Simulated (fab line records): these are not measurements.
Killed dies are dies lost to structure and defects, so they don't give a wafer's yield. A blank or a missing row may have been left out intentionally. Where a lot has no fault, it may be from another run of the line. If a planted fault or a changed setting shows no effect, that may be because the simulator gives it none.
Lot-split experiment :: flow sky130 :: route with 708 steps; 5 lots, 23 wafers read

ON THE SPLIT
At SKY_VIA4_COAT_06 (resist thk 1140 nm), the setting spin_rpm was moved away from the recipe's 3000 rpm on 4 of the 23 wafers read, by -5.7% to +7.1%. All remaining wafers had this setting at the recipe value.

The file shows no step between the split and the reading.

THE READING
NOVOLAK_of_VIA4_COAT_06.thk_nm (the simulator's own value, which no gauge read), in nm, at SKY_VIA4_ETCH_12 (etches SiO2 in C4F8/O2/Ar, stops on TiN, target depth 580 nm). The file gives no usual value for it. The 19 wafers here that ran the recipe average 1006.8 nm, standard deviation 2.8 nm.

wafer: L076.2
tool, chamber at the split: litho_track-04, 0
spin_rpm as run, rpm: 3000
against the recipe: recipe
NOVOLAK_of_VIA4_COAT_06.thk_nm, nm: 1005
against lot-mates on the recipe: -

wafer: L076.4
tool, chamber at the split: litho_track-04, 0
spin_rpm as run, rpm: 3000
against the recipe: recipe
NOVOLAK_of_VIA4_COAT_06.thk_nm, nm: 1005
against lot-mates on the recipe: -

wafer: L076.3
tool, chamber at the split: litho_track-04, 0
spin_rpm as run, rpm: 3000
against the recipe: recipe
NOVOLAK_of_VIA4_COAT_06.thk_nm, nm: 1004
against lot-mates on the recipe: -

wafer: L076.5
tool, chamber at the split: litho_track-04, 0
spin_rpm as run, rpm: 3000
against the recipe: recipe
NOVOLAK_of_VIA4_COAT_06.thk_nm, nm: 1010
against lot-mates on the recipe: -

wafer: L076.6
tool, chamber at the split: litho_track-04, 0
spin_rpm as run, rpm: 3000
against the recipe: recipe
NOVOLAK_of_VIA4_COAT_06.thk_nm, nm: 1010
against lot-mates on the recipe: -

wafer: L080.1
tool, chamber at the split: litho_track-04, 0
spin_rpm as run, rpm: 3000
against the recipe: recipe
NOVOLAK_of_VIA4_COAT_06.thk_nm, nm: 1006
against lot-mates on the recipe: -

wafer: L080.5
tool, chamber at the split: litho_track-04, 0
spin_rpm as run, rpm: 3000
against the recipe: recipe
NOVOLAK_of_VIA4_COAT_06.thk_nm, nm: 1006
against lot-mates on the recipe: -

wafer: L080.6
tool, chamber at the split: litho_track-04, 0
spin_rpm as run, rpm: 3000
against the recipe: recipe
NOVOLAK_of_VIA4_COAT_06.thk_nm, nm: 1006
against lot-mates on the recipe: -

wafer: L080.3
tool, chamber at the split: litho_track-04, 0
spin_rpm as run, rpm: 3000
against the recipe: recipe
NOVOLAK_of_VIA4_COAT_06.thk_nm, nm: 998.6
against lot-mates on the recipe: -

wafer: L080.4
tool, chamber at the split: litho_track-04, 0
spin_rpm as run, rpm: 3000
against the recipe: recipe
NOVOLAK_of_VIA4_COAT_06.thk_nm, nm: 1010
against lot-mates on the recipe: -

wafer: L081.1
tool, chamber at the split: litho_track-01, 0
spin_rpm as run, rpm: 3214
against the recipe: +7.1%
NOVOLAK_of_VIA4_COAT_06.thk_nm, nm: 968
against lot-mates on the recipe: -39.3

wafer: L081.2
tool, chamber at the split: litho_track-01, 0
spin_rpm as run, rpm: 3000
against the recipe: recipe
NOVOLAK_of_VIA4_COAT_06.thk_nm, nm: 1006
against lot-mates on the recipe: -

wafer: L081.3
tool, chamber at the split: litho_track-01, 0
spin_rpm as run, rpm: 3000
against the recipe: recipe
NOVOLAK_of_VIA4_COAT_06.thk_nm, nm: 1009
against lot-mates on the recipe: -

wafer: L081.4
tool, chamber at the split: litho_track-01, 0
spin_rpm as run, rpm: 3214
against the recipe: +7.1%
NOVOLAK_of_VIA4_COAT_06.thk_nm, nm: 972.9
against lot-mates on the recipe: -34.4

wafer: L081.6
tool, chamber at the split: litho_track-01, 0
spin_rpm as run, rpm: 3000
against the recipe: recipe
NOVOLAK_of_VIA4_COAT_06.thk_nm, nm: 1007
against lot-mates on the recipe: -

wafer: L082.1
tool, chamber at the split: litho_track-02, 0
spin_rpm as run, rpm: 3000
against the recipe: recipe
NOVOLAK_of_VIA4_COAT_06.thk_nm, nm: 1008
against lot-mates on the recipe: -

wafer: L082.2
tool, chamber at the split: litho_track-02, 0
spin_rpm as run, rpm: 3000
against the recipe: recipe
NOVOLAK_of_VIA4_COAT_06.thk_nm, nm: 1006
against lot-mates on the recipe: -

wafer: L082.4
tool, chamber at the split: litho_track-02, 0
spin_rpm as run, rpm: 2829
against the recipe: -5.7%
NOVOLAK_of_VIA4_COAT_06.thk_nm, nm: 1047
against lot-mates on the recipe: +38.7

wafer: L082.5
tool, chamber at the split: litho_track-02, 0
spin_rpm as run, rpm: 2829
against the recipe: -5.7%
NOVOLAK_of_VIA4_COAT_06.thk_nm, nm: 1044
against lot-mates on the recipe: +35.7

wafer: L082.6
tool, chamber at the split: litho_track-02, 0
spin_rpm as run, rpm: 3000
against the recipe: recipe
NOVOLAK_of_VIA4_COAT_06.thk_nm, nm: 1011
against lot-mates on the recipe: -

wafer: L084.3
tool, chamber at the split: litho_track-04, 0
spin_rpm as run, rpm: 3000
against the recipe: recipe
NOVOLAK_of_VIA4_COAT_06.thk_nm, nm: 1005
against lot-mates on the recipe: -

wafer: L084.5
tool, chamber at the split: litho_track-04, 0
spin_rpm as run, rpm: 3000
against the recipe: recipe
NOVOLAK_of_VIA4_COAT_06.thk_nm, nm: 1009
against lot-mates on the recipe: -

wafer: L084.6
tool, chamber at the split: litho_track-04, 0
spin_rpm as run, rpm: 3000
against the recipe: recipe
NOVOLAK_of_VIA4_COAT_06.thk_nm, nm: 1008
against lot-mates on the recipe: -

FIT RESULTS
A straight line over all 23 wafers: NOVOLAK_of_VIA4_COAT_06.thk_nm changes by -5.77 nm for each +1% of spin_rpm; r = -0.98; the points scatter about the line by 3.5 nm.
The same after taking each lot's own level away (the mean of its wafers on the recipe; 23 wafers): -5.71 nm for each +1%; r = -0.98; scatter 3.1 nm.
That fit puts the effect of the largest move of spin_rpm on the reading at 41 nm.
The lots' own levels span 1005.32 to 1008.33 nm, that is 1.1 times the standard deviation above.
Consequently the slope shifts little with the lot-to-lot level, the two slopes agreeing.
Check: for one of the wafers moved furthest among these (+7.1%), held out of the fit, the line's prediction against its lot-mates is -40.3 nm. It came out at -39.3 nm against them.

THE OTHER SPLITS THESE WAFERS WENT THROUGH
Other splits were also applied to these wafers ahead of the reading. Each is held against what the fit with the lots' levels taken away leaves over:
other split on the same wafers: SKY_CAP2M_SOFTBAKE_08 temp_c
wafers away from the commonest value: 9
r with NOVOLAK_of_VIA4_COAT_06.thk_nm (lot level and that fit taken away): -0.15

other split on the same wafers: SKY_METAL4_ETCH_16 time_s
wafers away from the commonest value: 5
r with NOVOLAK_of_VIA4_COAT_06.thk_nm (lot level and that fit taken away): -0.18

THE WHOLE CHAIN: every reading that the file lists as answering this split, in the file's order
step: SKY_VIA4_COAT_06
what it does: resist thk 1140 nm
reading: NOVOLAK_of_VIA4_COAT_06.thk_nm (the simulator's own value, which no gauge read)
change (the file's fit): -5.64 nm for each +1% of the setting
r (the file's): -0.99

step: SKY_VIA4_ETCH_12
what it does: etches SiO2 in C4F8/O2/Ar, stops on TiN, target depth 580 nm
reading: NOVOLAK_of_VIA4_COAT_06.thk_nm (the simulator's own value, which no gauge read)
change (the file's fit): -5.66 nm for each +1% of the setting
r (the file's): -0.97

step: SKY_VIA4_STRIP_13
what it does: strips in O2/N2
reading: strip_time_to_endpoint_s
change (the file's fit): withheld for each +1% of the setting
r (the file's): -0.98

FILE'S OWN FIT
NOVOLAK_of_VIA4_COAT_06.thk_nm changes by -5.66 nm for each +1% of spin_rpm, r = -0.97.
